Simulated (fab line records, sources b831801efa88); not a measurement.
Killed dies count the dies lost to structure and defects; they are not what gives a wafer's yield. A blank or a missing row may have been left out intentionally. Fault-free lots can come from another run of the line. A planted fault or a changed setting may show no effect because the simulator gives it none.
Chamber matching ; flow sfq line ; SFQ_TRILAYER_I4_CMP_CMP_100 on cmp-02: 4 sister chambers
The step polishes SiO2. 8 wafers are shown with their chamber, then 9 later ones without.

## WAFERS, EACH WITH ITS CHAMBER
wafer;chamber;motor current A (A);time to endpoint s (s)
L528.2;0;10.6;216
L533.3;2;7.7;211
L533.4;1;10.2;215
L534.1;1;10.1;203
L534.6;3;11.0;213
L538.2;3;11.4;205
L538.3;2;8.3;227
L538.6;0;10.0;230

## WAFERS WHOSE CHAMBER IS MISSING
wafer;motor current A (A);time to endpoint s (s)
L542.1;10.0;209
L542.3;7.9;211
L542.5;9.9;210
L543.2;10.6;212
L543.4;9.6;213
L543.6;10.3;218
L544.3;7.9;208
L544.4;9.8;208
L544.5;11.3;200

## CHAMBER TAKEN BY EACH
wafer;from the rows above;in truth
L542.1;can't be placed: 1 or 0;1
L542.3;2;2
L542.5;can't be placed: 1 or 0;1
L543.2;can't be placed: 1 or 0 or 3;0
L543.4;can't be placed: 1 or 0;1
L543.6;can't be placed: 0 or 1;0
L544.3;2;2
L544.4;can't be placed: 1 or 0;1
L544.5;3;3
Correctly placed: 3 of 9. Can't be placed from these rows: 6 (the true chamber is among the candidates in 6). Placed wrongly: 0.
How it was worked out, from the rows above alone: a wafer's distance from a chamber is the root of the sum, over the readings, of the square of ((its reading less the chamber's mean) divided by the reading's scatter). The wafer belongs to the nearest chamber; if the next one is less than 2 further off, it can't be placed. A chamber's mean is the mean of its shown wafers. The scatter: take each reading less its chamber's mean, square it, sum over the shown wafers, divide by the number of wafers less the number of chambers, and take the root.
